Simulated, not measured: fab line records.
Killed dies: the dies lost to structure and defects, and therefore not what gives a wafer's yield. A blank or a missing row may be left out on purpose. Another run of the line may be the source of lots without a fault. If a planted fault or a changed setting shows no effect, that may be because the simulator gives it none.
fab line records	flow sky130
[record] lots = 5	wafers = 15	lastDay = 49
route steps=708 shown VIA3@588 METAL4@598 CAP2M@603 PAD_OPEN@708
lots with no fault: from the same line, run without faults
startH: the number of hours between the record's first day and the start of the first shown wafer of the lot	waitH: hours elapsed since this lot's preceding step	" as in the row above	L1.1+2: several wafers, shown together as one row	- no value present, or no start provided	* or withheld: withheld	< > ~ a bound
route shown NAME@n: a module of which the file shows steps, and the number in the route of the first	usual: average and standard deviation across the fault-free wafers	same: alike in all rows	chamber/n: place in a boat	sites: readings site by site	_std_site: standard deviation across them	_edge_site: outer sites' mean less inner sites'	radiusMm: for every site, how far away it sits from the centre of the wafer	mask NAME#n: copy n	behind: the last tool/chamber to shape the wafer	hold: the reason the lot was held/the length of the hold in hours/how it ended	device: whichever transistor did not switch (one of n, p or np)	end of line: the tests these same wafers got at the end of their route	a step with no rows: only its recipe	killed: at the first sort, the dies lost to defects and structure; wafer yield is something else	map: the dies of a wafer, with x for killed, . for not killed, _ for no die there
set.NAME: the setting the step ran with; set.NAME@STEP: the setting that earlier step ran with	model.NAME: the simulator's own value behind a step, which no gauge read
lots at selected steps of the route; one table per step, one row per wafer
services: a tool's chamber out of use, with start hour (startH, from the record's first day; less than 0 if before it), hours out, and reason
[[steps]]
[step SKY_VIA3_ETCH_15]
[recipe] target = SiO2	chemistry = C4F8/O2/Ar	targetDepthNm = 507	stopOn = TiN	maskMaterial = KrF-thick	sourceW = 1500	biasW = 1200	pressureMtorr = 40	c4f8FlowSccm = withheld	O2_flow_sccm = 6	Ar_flow_sccm = 300	timeS = 78
[usual] oesProductAu = 0.946/0.0048
lot.wafer	tool	chamber	startH	waitH	oesProductAu	rfHoursCounterH
L973.1	rieDiel-02	2	973.14	0.0	0.939	18
L973.2	"	3	"	"	0.941	20
L973.4	"	2	"	"	0.944	-
L977.3	rieDiel-02	3	997.09	0.0	0.949	21
L977.5	"	3	"	"	0.949	-
L977.6	"	2	"	"	0.953	-
L979.2	rieDiel-02	1	1007.44	0.0	0.939	18
L979.5	"	2	"	"	0.953	-
L979.6	"	1	"	"	0.944	-
L980.1	rieDiel-03	0	1018.71	0.0	0.951	15
L980.5	"	1	"	"	0.957	-
L980.6	"	0	"	"	0.940	-
L983.1	rieDiel-04	1	1041.24	0.0	0.948	15
L983.2	"	3	"	"	0.956	11
L983.6	"	1	"	"	0.957	-
[step SKY_VIA3_STRIP_16]
[recipe] chemistry = O2/N2	powerW = 1400	pressureMtorr = 1500	platenTempC = withheld	o2FlowSccm = 3000	n2FlowSccm = 300	overashFraction = 0.5
[usual] drypumpMotorCurrentA = 5.63/0.18	oesProductAu = 0.403/0.0049	stripTimeToEndpointS = 4.148/0.026
lot.wafer	tool	chamber	startH	waitH	drypumpMotorCurrentA	oesProductAu	rfHoursCounterH	stripTimeToEndpointS
L973.1	plasmaAsher-02	1	973.20	0.0	5.57	0.397	116	4.166
L973.2	"	0	"	"	5.35	0.401	116	4.169
L973.4	"	1	"	"	5.58	0.408	-	4.192
L977.3	plasmaAsher-03	1	997.18	0.1	5.65	0.406	-	4.150
L977.5	"	0	"	"	5.66	0.400	-	4.126
L977.6	"	1	"	"	5.68	0.401	-	4.150
L979.2	plasmaAsher-01	0	1007.50	0.0	5.46	0.393	26	4.157
L979.5	"	0	"	"	5.45	0.408	-	4.129
L979.6	"	1	"	"	5.92	0.407	-	4.147
L980.1	plasmaAsher-02	0	1018.77	0.0	5.32	0.399	121	4.131
L980.5	"	0	"	"	5.32	0.406	-	4.108
L980.6	"	1	"	"	5.60	0.402	-	4.125
L983.1	plasmaAsher-02	0	1041.30	0.0	5.36	0.407	123	4.182
L983.2	"	1	"	"	5.60	0.409	123	4.160
L983.6	"	0	"	"	5.36	0.406	-	4.171
[step SKY_VIA3_STRIP_17]
[recipe] chemistry = postEtchResidueRemover	timeS = 1200	tempC = 72.5
[step SKY_VIA3_CLEAN_18]
[recipe] chemistry = IPA	timeS = 180	tempC = 25
[step SKY_VIA3_CLEAN_19]
[recipe] chemistry = O3/DIW	dry = n2Spin
[step SKY_VIA3_SPUTTER_20]
[recipe] material = TiN	targetThkNm = 20	chamberPressurePa = 5	powerW = 4000	timeS = 80
[step SKY_VIA3_CVD_21]
[recipe] material = W	targetThkNm = 390	timeS = 117.31	tempC = 400	pressureTorr = 40
[step SKY_VIA3_RS_MEAS_22]
[recipe] thkMeasGauge = four-point-probe	reads = W_of_VIA3_CVD_21+TiN_of_VIA3_SPUTTER_20
[usual] VIA3_W_RS = 0.2950/0.0024
lot.wafer	tool	chamber	startH	waitH	VIA3_W_RS[ohm/sq]
L973.1	filmMetro-03	-	973.97	0.1	0.2925
L973.2	"	-	"	"	0.2944
L973.4	"	-	"	"	0.2961
L977.3	filmMetro-04	-	997.97	0.1	0.2967
L977.5	"	-	"	"	0.2946
L977.6	"	-	"	"	0.2927
L979.2	filmMetro-03	-	1008.30	0.1	0.2934
L979.5	"	-	"	"	0.2947
L979.6	"	-	"	"	0.2917
L980.1	filmMetro-04	-	1019.55	0.1	0.2961
L980.5	"	-	"	"	0.2997
L980.6	"	-	"	"	0.3016
L983.1	filmMetro-03	-	1042.11	0.1	0.2985
L983.2	"	-	"	"	0.2991
L983.6	"	-	"	"	0.2945
[step SKY_VIA3_THK_MEAS_23]
[recipe] thkMeasGauge = xrf	reads = W_of_VIA3_CVD_21
[usual] VIA3_W_THK = 386/6.1
lot.wafer	tool	chamber	startH	waitH	VIA3_W_THK[nm]
L973.1	filmMetro-03	-	974.09	0.1	391
L973.2	"	-	"	"	392
L973.4	"	-	"	"	385
L977.3	filmMetro-04	-	998.07	0.1	382
L977.5	"	-	"	"	384
L977.6	"	-	"	"	386
L979.2	filmMetro-03	-	1008.41	0.1	389
L979.5	"	-	"	"	387
L979.6	"	-	"	"	393
L980.1	filmMetro-04	-	1019.67	0.1	376
L980.5	"	-	"	"	373
L980.6	"	-	"	"	375
L983.1	filmMetro-03	-	1042.23	0.1	386
L983.2	"	-	"	"	386
L983.6	"	-	"	"	389
[step SKY_VIA3_CMP_24]
[recipe] stopOn = SiO2	tOverpolishS = 20	downForcePsi = 3.5	platenRpm = 60	targetThkNm = 0	padVelocityMS = 0.94248
[step SKY_METAL4_SPUTTER_00]
[recipe] material = Ti	targetThkNm = 15	powerW = 3000	timeS = 10	chamberPressurePa = 0.4
[step SKY_METAL4_SPUTTER_01]
[recipe] material = TiN	targetThkNm = 20	powerW = 6500	timeS = 16.7	chamberPressurePa = 0.4
[step SKY_METAL4_SPUTTER_02]
[recipe] material = AlCu	targetThkNm = 735	powerW = 10600	timeS = 39.1	chamberPressurePa = 0.4
[usual] throttleValvePct = 30.1/1.3
lot.wafer	tool	chamber	startH	waitH	throttleValvePct	model.AlCu_of_METAL4_SPUTTER_02.thkNm
L973.1	pvdSputter-01	-	974.50	0.0	32.3	745
L973.2	"	-	"	"	31.4	735.2
L973.4	"	-	"	"	28.9	740.6
L977.3	pvdSputter-03	-	998.46	0.0	30.5	729
L977.5	"	-	"	"	28.5	734.5
L977.6	"	-	"	"	29.9	722.1
L979.2	pvdSputter-04	-	1008.81	0.0	29.6	741.1
L979.5	"	-	"	"	28.7	734.8
L979.6	"	-	"	"	32.2	737.7
L980.1	pvdSputter-01	-	1020.08	0.0	28.5	729.9
L980.5	"	-	"	"	31.2	727.7
L980.6	"	-	"	"	29.7	734.7
L983.1	pvdSputter-04	-	1042.64	0.0	29.5	1355
L983.2	"	-	"	"	29.9	731.8
L983.6	"	-	"	"	29.6	730.4
[step SKY_METAL4_SPUTTER_03]
[recipe] material = Ti	targetThkNm = 5	powerW = 3000	timeS = 3.3	chamberPressurePa = 0.4
[usual] throttleValvePct = 30.2/1.4
lot.wafer	tool	chamber	startH	waitH	throttleValvePct
L973.1	pvdSputter-01	-	974.54	0.0	32.2
L973.2	"	-	"	"	31.5
L973.4	"	-	"	"	28.6
L977.3	pvdSputter-03	-	998.50	0.0	30.7
L977.5	"	-	"	"	28.5
L977.6	"	-	"	"	30.0
L979.2	pvdSputter-04	-	1008.85	0.0	29.5
L979.5	"	-	"	"	28.6
L979.6	"	-	"	"	32.5
L980.1	pvdSputter-01	-	1020.12	0.0	28.5
L980.5	"	-	"	"	31.2
L980.6	"	-	"	"	30.2
L983.1	pvdSputter-04	-	1042.67	0.0	29.8
L983.2	"	-	"	"	29.9
L983.6	"	-	"	"	29.7
[step SKY_METAL4_SPUTTER_04]
[recipe] material = TiN	targetThkNm = 70	powerW = 6500	timeS = 58.3	chamberPressurePa = 0.4
[step SKY_CAP2M_CVD_00]
[recipe] material = SiO2	targetThkNm = 15.5	tempC = 400	timeS = withheld	rfW = 450
[usual] heaterPowerW = 718/90
lot.wafer	tool	chamber	startH	waitH	heaterPowerW
L973.1	pecvd-02	1	974.60	0.0	712
L973.2	"	2	"	"	724
L973.4	"	1	"	"	711
L977.3	pecvd-03	2	998.58	0.0	636
L977.5	"	1	"	"	925
L977.6	"	2	"	"	639
L979.2	pecvd-03	2	1008.92	0.0	642
L979.5	"	1	"	"	838
L979.6	"	2	"	"	654
L980.1	pecvd-03	0	1020.19	0.0	622
L980.5	"	2	"	"	657
L980.6	"	1	"	"	858
L983.1	pecvd-02	0	1042.74	0.0	859
L983.2	"	2	"	"	595
L983.6	"	0	"	"	814
[step SKY_CAP2M_THK_MEAS_01]
[recipe] reads = SiO2_of_CAP2M_CVD_00
[usual] CAP2M_CVD_00_THK = 15.39/0.21
lot.wafer	tool	chamber	startH	waitH	CAP2M_CVD_00_THK[nm]
L973.1	filmMetro-04	-	974.63	-	15.44
L973.2	"	-	"	"	15.24
L973.4	"	-	"	"	15.80
L977.3	filmMetro-01	-	998.62	-	15.25
L977.5	"	-	"	"	15.38
L977.6	"	-	"	"	15.47
L979.2	filmMetro-01	-	1008.96	-	15.25
L979.5	"	-	"	"	15.55
L979.6	"	-	"	"	15.38
L980.1	filmMetro-03	-	1020.21	-	15.18
L980.5	"	-	"	"	15.52
L980.6	"	-	"	"	15.55
L983.1	filmMetro-03	-	1042.76	-	15.24
L983.2	"	-	"	"	15.32
L983.6	"	-	"	"	15.48
[step SKY_CAP2M_SPUTTER_02]
[recipe] material = TiN	targetThkNm = 200	tempC = 300	powerW = 6500	timeS = 166.7	chamberPressurePa = 0.4
[step SKY_CAP2M_RS_MEAS_03]
[recipe] thkMeasGauge = four-point-probe	reads = TiN_of_CAP2M_SPUTTER_02
[usual] CAP2M_TIN_RS = 6.91/0.088
lot.wafer	tool	chamber	startH	waitH	CAP2M_TIN_RS[ohm/sq]
L973.1	filmMetro-03	-	974.80	0.1	6.91
L973.2	"	-	"	"	6.93
L973.4	"	-	"	"	6.90
L977.3	filmMetro-04	-	998.81	0.1	7.03
L977.5	"	-	"	"	7.05
L977.6	"	-	"	"	7.02
L979.2	filmMetro-03	-	1009.14	0.1	6.97
L979.5	"	-	"	"	7.00
L979.6	"	-	"	"	6.96
L980.1	filmMetro-03	-	1020.38	0.1	6.84
L980.5	"	-	"	"	6.83
L980.6	"	-	"	"	6.71
L983.1	filmMetro-03	-	1042.93	0.1	6.85
L983.2	"	-	"	"	6.89
L983.6	"	-	"	"	6.81
[step SKY_CAP2M_THK_MEAS_04]
[recipe] thkMeasGauge = xrf	reads = TiN_of_CAP2M_SPUTTER_02
[usual] CAP2M_TIN_THK = 200.3/2.9
lot.wafer	tool	chamber	startH	waitH	CAP2M_TIN_THK[nm]
L973.1	filmMetro-03	-	974.92	0.1	199.7
L973.2	"	-	"	"	198.9
L973.4	"	-	"	"	201.2
L977.3	filmMetro-04	-	998.91	0.1	194.9
L977.5	"	-	"	"	195.0
L977.6	"	-	"	"	195.6
L979.2	filmMetro-03	-	1009.25	0.1	199.0
L979.5	"	-	"	"	199.6
L979.6	"	-	"	"	198.8
L980.1	filmMetro-03	-	1020.50	0.1	203.0
L980.5	"	-	"	"	203.5
L980.6	"	-	"	"	206.2
L983.1	filmMetro-03	-	1043.05	0.1	202.9
L983.2	"	-	"	"	202.0
L983.6	"	-	"	"	203.5
[step SKY_CAP2M_DEHYDRATE_05]
[recipe] tempC = 200	timeS = 60
[step SKY_CAP2M_HMDS_06]
[recipe] primeTimeS = 60	primeTempC = 120
[step SKY_CAP2M_COAT_07]
[recipe] resist = NOVOLAK	spinRpm = 3000	resistThkNm = 1140
[step SKY_CAP2M_SOFTBAKE_08]
[recipe] tempC = 90	timeS = 60	resist = NOVOLAK
[step SKY_CAP2M_EXPOSE_09]
[recipe] maskId = CAP2M	na = 0.6	sourceShape = conventional	sigmaOuter = 0.6	polarization = unpolarized	targetCdNm = 1000	doseMj = 159
[step SKY_CAP2M_PEB_10]
[recipe] tempC = withheld	timeS = *	resist = NOVOLAK
[step SKY_CAP2M_DEVELOP_11]
[recipe] resist = NOVOLAK	developer = TMAH	developTimeS = 60	devTempC = 23
[step SKY_CAP2M_OVL_MEAS_12]
[usual] CAP2M_OVL = -0.7/1.5
lot.wafer	tool	chamber	startH	waitH	CAP2M_OVL[nm]
L973.1	overlay-02	-	998.43	0.1	-0.8
L973.2	"	-	"	"	1.6
L973.4	"	-	"	"	-0.8
L977.3	overlay-01	-	1021.95	0.1	-1.8
L977.5	"	-	"	"	1.5
L977.6	"	-	"	"	-2.5
L979.2	overlay-01	-	1031.49	0.1	-3.7
L979.5	"	-	"	"	-1.0
L979.6	"	-	"	"	-3.3
L980.1	overlay-02	-	1043.43	0.1	-1.2
L980.5	"	-	"	"	-0.1
L980.6	"	-	"	"	-0.9
L983.1	overlay-01	-	1065.37	0.1	-2.9
L983.2	"	-	"	"	-1.3
L983.6	"	-	"	"	-1.2
[step SKY_CAP2M_METAL_ETCH_13]
[recipe] targetDepthNm = 220	stopOn = SiO2	chemistry = Cl2/BCl3	target = TiN	pressureMtorr = 10	icpW = 900	biasW = 48.5	Cl2_flow_sccm = 60	bcl3FlowSccm = 30	timeS = 62.9
[usual] drypumpMotorCurrentA = 5.64/0.14	oesProductAu = 0.941/0.0085	throttleValvePct = 21.901/0.0096
lot.wafer	tool	chamber	startH	waitH	drypumpMotorCurrentA	oesProductAu	rfHoursCounterH	throttleValvePct
L973.1	rieMetal-04	0	998.46	0.0	5.73	0.935	6	21.899
L973.2	"	0	"	"	5.76	0.936	-	21.899
L973.4	"	0	"	"	5.74	0.945	-	21.895
L977.3	rieMetal-02	0	1022.00	0.0	5.48	0.931	-	21.890
L977.5	"	0	"	"	5.46	0.942	-	21.920
L977.6	"	1	"	"	5.79	0.935	-	21.905
L979.2	rieMetal-04	0	1031.52	0.0	5.76	0.927	9	21.908
L979.5	"	1	"	"	5.72	0.926	-	21.910
L979.6	"	0	"	"	5.73	0.939	-	21.914
L980.1	rieMetal-01	1	1043.46	0.0	5.44	0.947	12	21.899
L980.5	"	0	"	"	5.56	0.951	-	21.898
L980.6	"	1	"	"	5.42	0.952	-	21.884
L983.1	rieMetal-04	1	1065.41	0.0	5.74	0.956	2	21.905
L983.2	"	0	"	"	5.73	0.939	11	21.907
L983.6	"	1	"	"	5.71	0.942	-	21.912
[step SKY_CAP2M_STRIP_14]
[recipe] chemistry = O2/N2	powerW = 1400	pressureMtorr = 1500	platenTempC = withheld	o2FlowSccm = 3000	n2FlowSccm = 300	overashFraction = 0.5
[step SKY_CAP2M_STRIP_15]
[recipe] chemistry = postEtchResidueRemover	timeS = 1200	tempC = 72.5
[step SKY_CAP2M_CLEAN_16]
[recipe] chemistry = IPA	timeS = 180	tempC = 25
[step SKY_CAP2M_CLEAN_17]
[recipe] chemistry = O3/DIW	dry = n2Spin
[step SKY_METAL4_DEHYDRATE_05]
[recipe] tempC = 200	timeS = 60
[step SKY_METAL4_HMDS_06]
[recipe] primeTimeS = 60	primeTempC = 120
[step SKY_METAL4_COAT_07]
[recipe] resist = BARC	tempC = withheld	timeS = withheld	spinRpm = 3000	resistThkNm = 60
[step SKY_METAL4_COAT_08]
[recipe] resist = KrF-thick	spinRpm = 3000	resistThkNm = 1140
[step SKY_METAL4_SOFTBAKE_09]
[recipe] tempC = 100	timeS = 90	resist = KrF-thick
[step SKY_METAL4_EXPOSE_10]
[recipe] maskId = MM4	na = 0.68	sourceShape = annular	sigmaInner = 0.4	sigmaOuter = 0.8	targetCdNm = 300	doseMj = 28
[step SKY_METAL4_PEB_11]
[recipe] pebTempC = withheld	pebTimeS = withheld	resist = KrF-thick
[step SKY_METAL4_DEVELOP_12]
[recipe] developTimeS = 60	resist = KrF-thick	devTempC = 21
[step SKY_METAL4_CD_MEAS_13]
[recipe] targetCdNm = 300
[usual] cdNm = 300.3/1.5
lot.wafer	tool	chamber	startH	waitH	cdNm
L973.1	cdSem-02	-	1022.42	-	301.7
L973.2	"	-	"	"	302.2
L973.4	"	-	"	"	301.1
L977.3	cdSem-02	-	1045.71	-	301.6
L977.5	"	-	"	"	300.4
L977.6	"	-	"	"	301.8
L979.2	cdSem-01	-	1055.49	-	296.6
L979.5	"	-	"	"	296.8
L979.6	"	-	"	"	299.1
L980.1	cdSem-01	-	1066.79	-	300.2
L980.5	"	-	"	"	301.3
L980.6	"	-	"	"	299.8
L983.1	cdSem-01	-	1087.02	-	300.0
L983.2	"	-	"	"	302.6
L983.6	"	-	"	"	301.7
[step SKY_METAL4_METAL_ETCH_18]
[recipe] targetDepthA = 8450	stopOn = SiO2	overEtchFrac = 0.3	timeS = 183.1	chemistry = Cl2/BCl3	resistSidewallDeg = 88	pressureMtorr = 10	icpW = 900	biasW = 48.5	Cl2_flow_sccm = 60	bcl3FlowSccm = 30
[usual] drypumpMotorCurrentA = 5.5/0.37	oesProductAu = 0.865/0.0055	throttleValvePct = 22.264/0.0092
lot.wafer	tool	chamber	startH	waitH	drypumpMotorCurrentA	oesProductAu	rfHoursCounterH	throttleValvePct
L973.1	rieMetal-01	0	1022.73	0.0	5.6	0.865	17	22.270
L973.2	"	1	"	"	5.4	0.859	11	22.271
L973.4	"	0	"	"	5.6	0.865	-	22.254
L977.3	rieMetal-03	0	1046.04	0.1	5.0	0.859	-	22.264
L977.5	"	0	"	"	5.0	0.863	-	22.273
L977.6	"	1	"	"	6.2	0.865	-	22.267
L979.2	rieMetal-01	0	1055.78	0.0	5.6	0.867	19	22.249
L979.5	"	0	"	"	5.6	0.861	-	22.243
L979.6	"	1	"	"	5.4	0.870	-	22.275
L980.1	rieMetal-04	1	1067.23	0.0	5.7	0.853	3	22.250
L980.5	"	0	"	"	5.7	0.859	-	22.260
L980.6	"	1	"	"	5.7	0.866	-	22.272
L983.1	rieMetal-01	0	1087.33	0.0	5.5	0.998	21	22.266
L983.2	"	1	"	"	5.4	0.859	15	22.299
L983.6	"	0	"	"	5.6	0.863	-	22.271
[step SKY_PAD_OPEN_PROBE_99]
[usual] defectLimitedYield = 81.9/2	killed_at_M0_to_M3 = 43/6.5	killed_at_M4_up = 3.2/1.8	killedAtContacts = 26/5.2	killedAtFrontEnd = 16/4.8	killedAtOther = 0.3/0.6	killedDies = 89/9.6	killedOnRim = 17/3.7	killedOpen = 48/7.1	killedShort = 40/6.4	sort_bin_3_pad_short = 0.9/0.37	sort_bin_5_function = 10.7/1.4	sort_bin_6_memory = 6.5/1.2	sortNPass = 403/9.6	sortYieldPct = 81.9/2
[same] grossDies = 492	killedAtBackSide = 0	sort_bin_4_leakage[%] = 0	sort_bin_8_speed[%] = 0
lot.wafer	tool	chamber	startH	waitH	defectLimitedYield[%]	killed_at_M0_to_M3	killed_at_M4_up	killedAtContacts	killedAtFrontEnd	killedAtOther	killedDies	killedOnRim	killedOpen	killedShort	sort_bin_3_pad_short[%]	sort_bin_5_function[%]	sort_bin_6_memory[%]	sortNPass	sortYieldPct[%]
L973.1	prober-02	-	1115.99	0.1	86.4	32	3	22	10	0	67	14	38	29	0.8	8.7	4.1	425	86.4
L973.2	prober-02	-	1116.04	0.1	79.7	48	4	24	24	0	100	21	50	50	1.4	9.8	9.1	392	79.7
L973.4	prober-02	-	1116.14	0.2	84.6	47	0	18	11	0	76	12	35	41	1.2	7.7	6.5	416	84.6
L977.3	prober-01	-	1134.54	0.2	81.5	45	10	21	15	0	91	23	53	38	0.8	11.4	6.3	401	81.5
L977.5	prober-01	-	1134.64	0.2	82.9	49	4	18	12	1	84	19	47	37	0.6	11.4	5.1	408	82.9
L977.6	prober-01	-	1134.69	0.2	84.1	30	3	26	18	1	78	17	41	37	0.6	9.6	5.7	414	84.1
L979.2	prober-01	-	1143.10	0.1	84.8	40	2	24	9	0	75	12	45	30	0.2	9.1	5.9	417	84.8
L979.5	prober-01	-	1143.25	0.2	84.1	49	1	16	11	1	78	18	35	43	0.2	9.3	6.3	414	84.1
L979.6	prober-01	-	1143.30	0.2	80.5	34	0	34	28	0	96	18	62	34	0.4	11.8	7.3	396	80.5
L980.1	prober-02	-	1151.74	0.1	79.5	40	3	33	25	0	101	20	54	45	0.8	13.2	6.5	391	79.5
L980.5	prober-02	-	1151.94	0.2	80.5	42	5	32	17	0	96	21	50	44	1.2	11.2	7.1	396	80.5
L980.6	prober-02	-	1151.99	0.2	80.1	34	4	30	29	1	98	16	51	44	1.0	11.2	7.7	394	80.1
L983.1	prober-01	-	1170.27	0.1	0	38	411	33	10	0	492	96	39	47	1.0	93.3	5.7	0	0
L983.2	prober-01	-	1170.32	0.1	79.9	49	5	22	23	0	99	15	61	36	0.8	11.8	7.5	393	79.9
L983.6	prober-01	-	1170.52	0.2	81.3	48	4	25	15	0	92	15	49	41	0.4	12.4	5.9	400	81.3
// killed by level:class
L973.1 VIA1:geometricParticle:open=13 CONTACT:geometricParticle:open=10 VIA1:geometricParticle:short=5 LI_CONTACT:geometricParticle:open=4 METAL2:geometricParticle:short=4 FIELD_ISO:geometricParticle:open=3 LI_CONTACT:geometricParticle:short=3 CONTACT:geometricParticle:short=3
L973.2 VIA1:geometricParticle:open=9 VIA2:geometricParticle:open=8 VIA3:geometricParticle:open=8 VIA2:geometricParticle:short=7 METAL2:geometricParticle:short=7 FIELD_ISO:geometricParticle:open=6 POLY_GATE:geometricParticle:short=6 CONTACT:geometricParticle:open=6
L973.4 VIA2:geometricParticle:open=10 LI_CONTACT:geometricParticle:short=7 VIA2:geometricParticle:short=6 CONTACT:geometricParticle:open=6 VIA1:geometricParticle:open=6 METAL2:geometricParticle:short=6 VIA1:geometricParticle:short=5 METAL3:geometricParticle:short=4
L977.3 VIA2:geometricParticle:open=12 VIA1:geometricParticle:open=10 METAL4:geometricParticle:short=7 LI_CONTACT:geometricParticle:open=5 LOCAL_INTERCONNECT:geometricParticle:short=5 CONTACT:geometricParticle:open=5 FIELD_ISO:geometricParticle:open=4 POLY_GATE:geometricParticle:short=4
L977.5 CONTACT:geometricParticle:open=10 VIA1:geometricParticle:open=9 VIA3:geometricParticle:open=7 VIA3:geometricParticle:short=6 METAL2:geometricParticle:short=5 METAL1:geometricParticle:short=5 VIA1:geometricParticle:short=5 LI_CONTACT:geometricParticle:open=4
L977.6 CONTACT:geometricParticle:open=8 LI_CONTACT:geometricParticle:open=7 VIA2:geometricParticle:open=7 POLY_GATE:geometricParticle:open=5 CONTACT:geometricParticle:short=5 METAL1:geometricParticle:short=4 LI_CONTACT:geometricParticle:short=4 VIA1:geometricParticle:open=4
L979.2 CONTACT:geometricParticle:open=9 VIA3:geometricParticle:open=9 LI_CONTACT:geometricParticle:open=6 VIA1:geometricParticle:open=5 POLY_GATE:geometricParticle:short=4 VIA2:geometricParticle:open=4 CONTACT:geometricParticle:short=4 METAL2:geometricParticle:open=3
L979.5 VIA1:geometricParticle:open=10 METAL1:geometricParticle:short=8 FIELD_ISO:geometricParticle:short=6 CONTACT:geometricParticle:open=6 VIA2:geometricParticle:open=6 VIA2:geometricParticle:short=6 METAL2:geometricParticle:short=5 METAL3:geometricParticle:short=5
L979.6 VIA2:geometricParticle:open=13 FIELD_ISO:geometricParticle:short=9 VIA1:geometricParticle:open=9 LI_CONTACT:geometricParticle:open=9 CONTACT:geometricParticle:open=9 FIELD_ISO:geometricParticle:open=7 VIA3:geometricParticle:open=6 LOCAL_INTERCONNECT:geometricParticle:short=5
L980.1 CONTACT:geometricParticle:open=10 FIELD_ISO:geometricParticle:open=9 LOCAL_INTERCONNECT:geometricParticle:short=8 CONTACT:geometricParticle:short=7 VIA3:geometricParticle:open=7 VIA1:geometricParticle:open=6 POLY_GATE:geometricParticle:short=5 POLY_GATE:geometricParticle:open=5
L980.5 METAL2:geometricParticle:short=12 LI_CONTACT:geometricParticle:open=12 VIA1:geometricParticle:open=11 CONTACT:geometricParticle:open=8 LOCAL_INTERCONNECT:geometricParticle:short=5 FIELD_ISO:geometricParticle:open=4 POLY_GATE:geometricParticle:open=4 VIA1:geometricParticle:short=4
L980.6 CONTACT:geometricParticle:open=14 CONTACT:geometricParticle:short=9 FIELD_ISO:geometricParticle:open=8 FIELD_ISO:geometricParticle:short=7 POLY_GATE:geometricParticle:open=7 VIA3:geometricParticle:open=6 METAL1:geometricParticle:short=6 VIA2:geometricParticle:open=5
L983.1 METAL4:areaEtch=406 LI_CONTACT:geometricParticle:open=9 VIA1:geometricParticle:open=9 CONTACT:geometricParticle:short=7 CONTACT:geometricParticle:open=7 VIA1:geometricParticle:short=7 LOCAL_INTERCONNECT:geometricParticle:short=6 VIA2:geometricParticle:open=6
L983.2 VIA1:geometricParticle:open=18 POLY_GATE:geometricParticle:open=8 CONTACT:geometricParticle:open=7 FIELD_ISO:geometricParticle:short=6 METAL2:geometricParticle:short=6 VIA2:geometricParticle:open=6 LI_CONTACT:geometricParticle:open=6 LOCAL_INTERCONNECT:geometricParticle:short=5
L983.6 VIA1:geometricParticle:open=10 VIA3:geometricParticle:open=8 LI_CONTACT:geometricParticle:open=7 METAL1:geometricParticle:short=7 CONTACT:geometricParticle:open=6 CONTACT:geometricParticle:short=5 VIA2:geometricParticle:short=5 METAL4:geometricParticle:short=4
// map L983.1 (x killed, . not)
__________xxxxxxxxxx_________
________xxxxxxxxxxxxxx_______
______xxxxxxxxxxxxxxxxxx_____
_____xxxxxxxxxxxxxxxxxxxx____
____xxxxxxxxxxxxxxxxxxxxxx___
___xxxxxxxxxxxxxxxxxxxxxxxx__
__xxxxxxxxxxxxxxxxxxxxxxxxxx_
_xxxxxxxxxxxxxxxxxxxxxxxxxxxx
_xxxxxxxxxxxxxxxxxxxxxxxxxxxx
_xxxxxxxxxxxxxxxxxxxxxxxxxxxx
_xxxxxxxxxxxxxxxxxxxxxxxxxxxx
_xxxxxxxxxxxxxxxxxxxxxxxxxxxx
_xxxxxxxxxxxxxxxxxxxxxxxxxxxx
_xxxxxxxxxxxxxxxxxxxxxxxxxxxx
_xxxxxxxxxxxxxxxxxxxxxxxxxxxx
__xxxxxxxxxxxxxxxxxxxxxxxxxx_
___xxxxxxxxxxxxxxxxxxxxxxxx__
____xxxxxxxxxxxxxxxxxxxxxx___
_____xxxxxxxxxxxxxxxxxxxx____
______xxxxxxxxxxxxxxxxxx_____
________xxxxxxxxxxxxxx_______
__________xxxxxxxxxx_________
// map L979.6 (x killed, . not)
__________.....x...._________
________.......x..x..._______
______.........x.....x.._____
_____.xx....x......x.x...____
____............x.x......x___
___.x...........x.....x....__
__x....x...xxxx...x........x_
_.....x...x.......x..........
_..xxx........x.x..x.xxx.....
_x.............x.............
_.x...x..x..x..........xxxx.x
_.....x................x.....
_.xx..x..x.xx.x.....xx...xx..
_...xx.x....x...x.xx........x
_....................x....x..
__.x..........x..xxx.....x.._
___.......xx..x........x...__
____x.xx.....x...x......xx___
_____......x...x.........____
______........x..x...x.._____
________...x.......x.._______
__________x.......x._________
[[services]]
tool	chamber	startH	hours	kind
plasmaAsher-03	-	956.29	2.8	pm
pecvd-03	-	969.48	1.2	repair
rieDiel-02	1	969.98	3.9	repair
pecvd-02	-	978.68	1.7	repair
pecvd-03	0	986.72	5.5	scheduledDown
rieMetal-04	1	994.35	-	clean
rieMetal-04	1	994.35	27.3	scheduledDown
rieMetal-04	1	994.35	27.3	ventCycle
pecvd-03	0	998.29	14.4	repair
rieMetal-04	-	998.82	0.6	repair
pvdSputter-04	-	1019.20	2.7	repair
rieDiel-03	2	1026.15	22.1	repair
plasmaAsher-03	-	1037.55	0.6	repair
pecvd-02	2	1045.75	21.4	repair
rieMetal-04	-	1053.88	0.9	repair
plasmaAsher-02	-	1055.25	9.0	pm
plasmaAsher-02	0	1055.25	9.0	ventCycle
plasmaAsher-02	1	1055.25	9.0	ventCycle
rieDiel-02	3	1063.06	1.8	repair
plasmaAsher-02	0	1064.25	-	clean
pvdSputter-01	-	1073.41	3.7	repair
rieMetal-02	-	1077.62	2.0	repair
plasmaAsher-02	-	1078.11	4.3	pm
rieDiel-03	1	1081.67	7.4	repair
[[key]]
[firstSign] step = SKY_METAL4_METAL_ETCH_18	reading = oesProductAu	direction = up	sigmas = 24	usual = 0.865	struck = 0.998
[effect] step = SKY_PAD_OPEN_PROBE_99	reading = killed_at_M4_up	direction = up	sigmas = 99+	usual = 3.2	struck = 411
[modelEffect] step = SKY_METAL4_SPUTTER_02	value = AlCu_of_METAL4_SPUTTER_02.thkNm	without = 732.1	struck = 1355
[moreKillsBornAt] SKY_METAL4_METAL_ETCH_18@rieMetal-01 = 406
metAt SKY_METAL4_SPUTTER_02
struckWafers L983.1
laterRowsLeftOut L983.1
onsetBetween 1008.81 1042.64
[fault] kind = processParameterDrift	tool = pvdSputter-04	chamber = -	onsetH = 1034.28	steps = SKY_METAL4_SPUTTER_02	channel = targetThkNm	offset = 622.44	shape = step	endH = 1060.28	scope = struckWafersOnly	actsIn = theseRecipesOnly	stated = 735
// laterRowsLeftOut: the simulator's readings of these wafers behind a module that went badly wrong aren't trusted and aren't shown, but for the sort
